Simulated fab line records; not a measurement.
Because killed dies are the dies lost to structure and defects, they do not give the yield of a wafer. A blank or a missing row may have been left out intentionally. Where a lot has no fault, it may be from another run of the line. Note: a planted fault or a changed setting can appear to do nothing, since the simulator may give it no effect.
Which of the tools did it? || flow sky130 || Sampling: 12 lots, 36 wafers, 5 of 708 route steps

== WHAT EACH GAUGE READ, for each wafer ==
SKY_FIELD_ISO_BOW_MEAS_00. Usual: INCOMING_BOW typically reads 0 um, with standard deviation 5.9.
{"lot": "L496", "measured": "day 1 15:00", "on": "filmMetro-01", "INCOMING_BOW (um)": "-11 -6 -5", "flag": ""}
{"lot": "L497", "measured": "day 1 20:01", "on": "filmMetro-02", "INCOMING_BOW (um)": "-1 -1 7", "flag": ""}
{"lot": "L498", "measured": "day 2 01:00", "on": "filmMetro-02", "INCOMING_BOW (um)": "-5 -4 5", "flag": ""}
{"lot": "L499", "measured": "day 2 06:01", "on": "filmMetro-01", "INCOMING_BOW (um)": "12 8 4", "flag": ""}
{"lot": "L504", "measured": "day 3 07:02", "on": "filmMetro-02", "INCOMING_BOW (um)": "-5 -4 0", "flag": ""}
{"lot": "L508", "measured": "day 4 03:00", "on": "filmMetro-01", "INCOMING_BOW (um)": "0 -3 7", "flag": ""}
{"lot": "L511", "measured": "day 4 18:00", "on": "filmMetro-04", "INCOMING_BOW (um)": "-6 -3 -3", "flag": ""}
{"lot": "L512", "measured": "day 4 23:01", "on": "filmMetro-04", "INCOMING_BOW (um)": "-9 9 -13", "flag": ""}
{"lot": "L514", "measured": "day 5 09:00", "on": "filmMetro-04", "INCOMING_BOW (um)": "-3 -8 -3", "flag": ""}
{"lot": "L516", "measured": "day 5 19:02", "on": "filmMetro-04", "INCOMING_BOW (um)": "17 3 -2", "flag": ""}
{"lot": "L517", "measured": "day 6 00:02", "on": "filmMetro-01", "INCOMING_BOW (um)": "-2 4 3", "flag": ""}
{"lot": "L518", "measured": "day 6 05:01", "on": "filmMetro-04", "INCOMING_BOW (um)": "-7 6 5", "flag": ""}

SKY_NWELL_TW_MEAS_26. Usual: NWELL_2_TW typically reads 499, with standard deviation 3.5.
{"lot": "L496", "measured": "day 5 10:31", "on": "filmMetro-03", "NWELL_2_TW": "496 496 496", "flag": ""}
{"lot": "L497", "measured": "day 5 14:38", "on": "filmMetro-02", "NWELL_2_TW": "503 500 500", "flag": ""}
{"lot": "L498", "measured": "day 5 20:05", "on": "filmMetro-02", "NWELL_2_TW": "495 500 500", "flag": ""}
{"lot": "L499", "measured": "day 6 03:20", "on": "filmMetro-02", "NWELL_2_TW": "499 497 495", "flag": ""}
{"lot": "L504", "measured": "day 7 05:08", "on": "filmMetro-03", "NWELL_2_TW": "476 476 477", "flag": "OFF"}
{"lot": "L508", "measured": "day 8 08:22", "on": "filmMetro-01", "NWELL_2_TW": "472 479 474", "flag": "OFF"}
{"lot": "L511", "measured": "day 9 06:43", "on": "filmMetro-01", "NWELL_2_TW": "502 501 501", "flag": ""}
{"lot": "L512", "measured": "day 9 11:35", "on": "filmMetro-02", "NWELL_2_TW": "497 496 496", "flag": ""}
{"lot": "L514", "measured": "day 9 23:43", "on": "filmMetro-01", "NWELL_2_TW": "496 500 499", "flag": ""}
{"lot": "L516", "measured": "day 10 15:38", "on": "filmMetro-03", "NWELL_2_TW": "508 510 510", "flag": ""}
{"lot": "L517", "measured": "day 10 17:18", "on": "filmMetro-01", "NWELL_2_TW": "501 498 499", "flag": ""}
{"lot": "L518", "measured": "day 11 04:07", "on": "filmMetro-02", "NWELL_2_TW": "495 496 496", "flag": ""}

SKY_SONOS_ONO_CD_MEAS_13 targets a cd of 410 nm. Usual: cdNm at 410.8 nm, with a standard deviation of 2.1.
{"lot": "L496", "measured": "day 12 21:28", "on": "cdSem-02", "cdNm (nm)": "411.4 412.9 410.5", "flag": ""}
{"lot": "L497", "measured": "day 13 00:46", "on": "cdSem-01", "cdNm (nm)": "411.3 411.2 413.3", "flag": ""}
{"lot": "L498", "measured": "day 13 05:49", "on": "cdSem-01", "cdNm (nm)": "409.2 409.8 411.1", "flag": ""}
{"lot": "L499", "measured": "day 13 19:20", "on": "cdSem-01", "cdNm (nm)": "412.1 410.3 412.1", "flag": ""}
{"lot": "L504", "measured": "day 15 07:51", "on": "cdSem-01", "cdNm (nm)": "412.8 411.6 411.3", "flag": ""}
{"lot": "L508", "measured": "day 16 22:34", "on": "cdSem-01", "cdNm (nm)": "409.7 409.0 411.8", "flag": ""}
{"lot": "L511", "measured": "day 18 00:57", "on": "cdSem-01", "cdNm (nm)": "407.8 409.1 409.5", "flag": ""}
{"lot": "L512", "measured": "day 18 09:37", "on": "cdSem-01", "cdNm (nm)": "410.8 410.6 410.6", "flag": ""}
{"lot": "L514", "measured": "day 19 02:57", "on": "cdSem-02", "cdNm (nm)": "408.8 411.0 412.4", "flag": ""}
{"lot": "L516", "measured": "day 20 01:05", "on": "cdSem-01", "cdNm (nm)": "411.4 410.6 410.2", "flag": ""}
{"lot": "L517", "measured": "day 20 07:59", "on": "cdSem-02", "cdNm (nm)": "408.0 409.1 408.7", "flag": ""}
{"lot": "L518", "measured": "day 20 17:26", "on": "cdSem-01", "cdNm (nm)": "411.6 409.6 412.6", "flag": ""}

== WHICH TOOL RAN EACH LOT (tool, then ch and the chambers of the sampled wafers, then the start) ==
{"lot": "L496", "SKY_NWELL_IMPLANT_24": "implanter-01 ch 0, day 5 10:16", "SKY_VT_ADJUST_LVTN_STRIP_09": "plasmaAsher-04 ch 0,1, day 6 23:20"}
{"lot": "L497", "SKY_NWELL_IMPLANT_24": "implanter-03 ch 0, day 5 14:24", "SKY_VT_ADJUST_LVTN_STRIP_09": "plasmaAsher-01 ch 0,1, day 7 04:26"}
{"lot": "L498", "SKY_NWELL_IMPLANT_24": "implanter-01 ch 0, day 5 19:50", "SKY_VT_ADJUST_LVTN_STRIP_09": "plasmaAsher-01 ch 0,1, day 7 09:47"}
{"lot": "L499", "SKY_NWELL_IMPLANT_24": "implanter-03 ch 0, day 6 03:06", "SKY_VT_ADJUST_LVTN_STRIP_09": "plasmaAsher-02 ch 1, day 7 17:08"}
{"lot": "L504", "SKY_NWELL_IMPLANT_24": "implanter-02 ch 0, day 7 04:55", "SKY_VT_ADJUST_LVTN_STRIP_09": "plasmaAsher-04 ch 0,1, day 8 23:44"}
{"lot": "L508", "SKY_NWELL_IMPLANT_24": "implanter-02 ch 0, day 8 08:07", "SKY_VT_ADJUST_LVTN_STRIP_09": "plasmaAsher-01 ch 0,1, day 10 04:11"}
{"lot": "L511", "SKY_NWELL_IMPLANT_24": "implanter-01 ch 0, day 9 06:28", "SKY_VT_ADJUST_LVTN_STRIP_09": "plasmaAsher-04 ch 0,1, day 11 04:41"}
{"lot": "L512", "SKY_NWELL_IMPLANT_24": "implanter-01 ch 0, day 9 11:21", "SKY_VT_ADJUST_LVTN_STRIP_09": "plasmaAsher-01 ch 0,1, day 11 09:38"}
{"lot": "L514", "SKY_NWELL_IMPLANT_24": "implanter-03 ch 0, day 9 23:28", "SKY_VT_ADJUST_LVTN_STRIP_09": "plasmaAsher-04 ch 1, day 11 22:38"}
{"lot": "L516", "SKY_NWELL_IMPLANT_24": "implanter-01 ch 0, day 10 15:25", "SKY_VT_ADJUST_LVTN_STRIP_09": "plasmaAsher-04 ch 0,1, day 12 18:08"}
{"lot": "L517", "SKY_NWELL_IMPLANT_24": "implanter-01 ch 0, day 10 17:05", "SKY_VT_ADJUST_LVTN_STRIP_09": "plasmaAsher-01 ch 0,1, day 12 19:11"}
{"lot": "L518", "SKY_NWELL_IMPLANT_24": "implanter-01 ch 0, day 11 03:53", "SKY_VT_ADJUST_LVTN_STRIP_09": "plasmaAsher-02 ch 0,1, day 13 07:17"}
- SKY_NWELL_IMPLANT_24
- SKY_VT_ADJUST_LVTN_STRIP_09: strips in O2/N2.

== WHAT THE TOOLS THEMSELVES READ (means of the sampled wafers that have a number; where no wafer has one, the mark that the record gives instead) ==
SKY_NWELL_IMPLANT_24. Usual: beamOnS 9.97 s, standard deviation 0.21; faradayCurrentUA 52.0, standard deviation 1.1.
{"lot": "L496", "tool": "implanter-01", "beamOnS (s)": 9.91, "faradayCurrentUA": 52.4, "flag": ""}
{"lot": "L497", "tool": "implanter-03", "beamOnS (s)": 10.06, "faradayCurrentUA": 51.6, "flag": ""}
{"lot": "L498", "tool": "implanter-01", "beamOnS (s)": 9.94, "faradayCurrentUA": 52.0, "flag": ""}
{"lot": "L499", "tool": "implanter-03", "beamOnS (s)": 9.95, "faradayCurrentUA": 52.0, "flag": ""}
{"lot": "L504", "tool": "implanter-02", "beamOnS (s)": 8.71, "faradayCurrentUA": 59.3, "flag": "OFF"}
{"lot": "L508", "tool": "implanter-02", "beamOnS (s)": 8.82, "faradayCurrentUA": 58.9, "flag": "OFF"}
{"lot": "L511", "tool": "implanter-01", "beamOnS (s)": 10.06, "faradayCurrentUA": 51.7, "flag": ""}
{"lot": "L512", "tool": "implanter-01", "beamOnS (s)": 9.84, "faradayCurrentUA": 52.6, "flag": ""}
{"lot": "L514", "tool": "implanter-03", "beamOnS (s)": 10.01, "faradayCurrentUA": 51.8, "flag": ""}
{"lot": "L516", "tool": "implanter-01", "beamOnS (s)": 9.98, "faradayCurrentUA": 52.2, "flag": ""}
{"lot": "L517", "tool": "implanter-01", "beamOnS (s)": 10.00, "faradayCurrentUA": 52.1, "flag": ""}
{"lot": "L518", "tool": "implanter-01", "beamOnS (s)": 9.88, "faradayCurrentUA": 52.6, "flag": ""}

SKY_VT_ADJUST_LVTN_STRIP_09. Usual: drypumpMotorCurrentA 5.6 A, standard deviation 0.53; oesProductAu 0.722 a.u., standard deviation 0.0051; stripTimeToEndpointS 36.88 s, standard deviation 0.11.
{"lot": "L496", "tool": "plasmaAsher-04", "drypumpMotorCurrentA (A)": 6.0, "oesProductAu (a.u.)": 0.723, "stripTimeToEndpointS (s)": 36.82, "flag": ""}
{"lot": "L497", "tool": "plasmaAsher-01", "drypumpMotorCurrentA (A)": 5.3, "oesProductAu (a.u.)": 0.723, "stripTimeToEndpointS (s)": 36.95, "flag": ""}
{"lot": "L498", "tool": "plasmaAsher-01", "drypumpMotorCurrentA (A)": 5.7, "oesProductAu (a.u.)": 0.720, "stripTimeToEndpointS (s)": 36.84, "flag": ""}
{"lot": "L499", "tool": "plasmaAsher-02", "drypumpMotorCurrentA (A)": 5.3, "oesProductAu (a.u.)": 0.725, "stripTimeToEndpointS (s)": 36.86, "flag": ""}
{"lot": "L504", "tool": "plasmaAsher-04", "drypumpMotorCurrentA (A)": 5.9, "oesProductAu (a.u.)": 0.719, "stripTimeToEndpointS (s)": 36.71, "flag": ""}
{"lot": "L508", "tool": "plasmaAsher-01", "drypumpMotorCurrentA (A)": 5.8, "oesProductAu (a.u.)": 0.721, "stripTimeToEndpointS (s)": 36.86, "flag": ""}
{"lot": "L511", "tool": "plasmaAsher-04", "drypumpMotorCurrentA (A)": 6.0, "oesProductAu (a.u.)": 0.723, "stripTimeToEndpointS (s)": 37.05, "flag": ""}
{"lot": "L512", "tool": "plasmaAsher-01", "drypumpMotorCurrentA (A)": 5.3, "oesProductAu (a.u.)": 0.724, "stripTimeToEndpointS (s)": 36.78, "flag": ""}
{"lot": "L514", "tool": "plasmaAsher-04", "drypumpMotorCurrentA (A)": 6.0, "oesProductAu (a.u.)": 0.723, "stripTimeToEndpointS (s)": 37.04, "flag": ""}
{"lot": "L516", "tool": "plasmaAsher-04", "drypumpMotorCurrentA (A)": 5.9, "oesProductAu (a.u.)": 0.722, "stripTimeToEndpointS (s)": 36.96, "flag": ""}
{"lot": "L517", "tool": "plasmaAsher-01", "drypumpMotorCurrentA (A)": 5.8, "oesProductAu (a.u.)": 0.726, "stripTimeToEndpointS (s)": 37.00, "flag": ""}
{"lot": "L518", "tool": "plasmaAsher-02", "drypumpMotorCurrentA (A)": 5.3, "oesProductAu (a.u.)": 0.718, "stripTimeToEndpointS (s)": 36.90, "flag": ""}

== THE ANSWER, worked out from the rows above alone ==
Rule: a lot is off if the mean of its wafers that have a number lies more than 3 standard deviations from the usual mean. Also off: a lot with no number at a reading for which 4 or more lots have one. The other lots that the step has rows for count as sound. Order of review: gauges by route order, followed by the tools' own readings, for which a lot's mean as printed above is used. At the first step where some lot is off, the reading lying furthest off is the one used; lots without a number count as furthest.
Off: at SKY_NWELL_TW_MEAS_26 (NWELL_2_TW), L504, L508.
If a tool, at a process step before that reading, ran all the lots that are off and no sound lot after the first of them, it fits. The gauges at SKY_NWELL_TW_MEAS_26 aren't tried: what is off there is off at SKY_NWELL_IMPLANT_24 too, on other tools, and a gauge's error can't cause that. One candidate fits, namely implanter-02 at SKY_NWELL_IMPLANT_24. It ran no sound lot before its first lot that is off in this sample, so the start can't be narrowed down.
The tool's own readings at SKY_NWELL_IMPLANT_24 bear it out: on the lots that are off they differ by more than 5 times the standard deviation of the sound lots' means. beamOnS reads 8.77 s there against 9.96 s on the sound lots; faradayCurrentUA reads 59.1 there against 52.1 on the sound lots.

== WHAT HAD BEEN PUT IN BY THE SIMULATOR ==
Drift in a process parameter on implanter-02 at SKY_NWELL_IMPLANT_24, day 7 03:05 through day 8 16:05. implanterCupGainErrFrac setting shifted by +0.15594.
Lots struck among those shown: L504, L508. The rule above found the same.
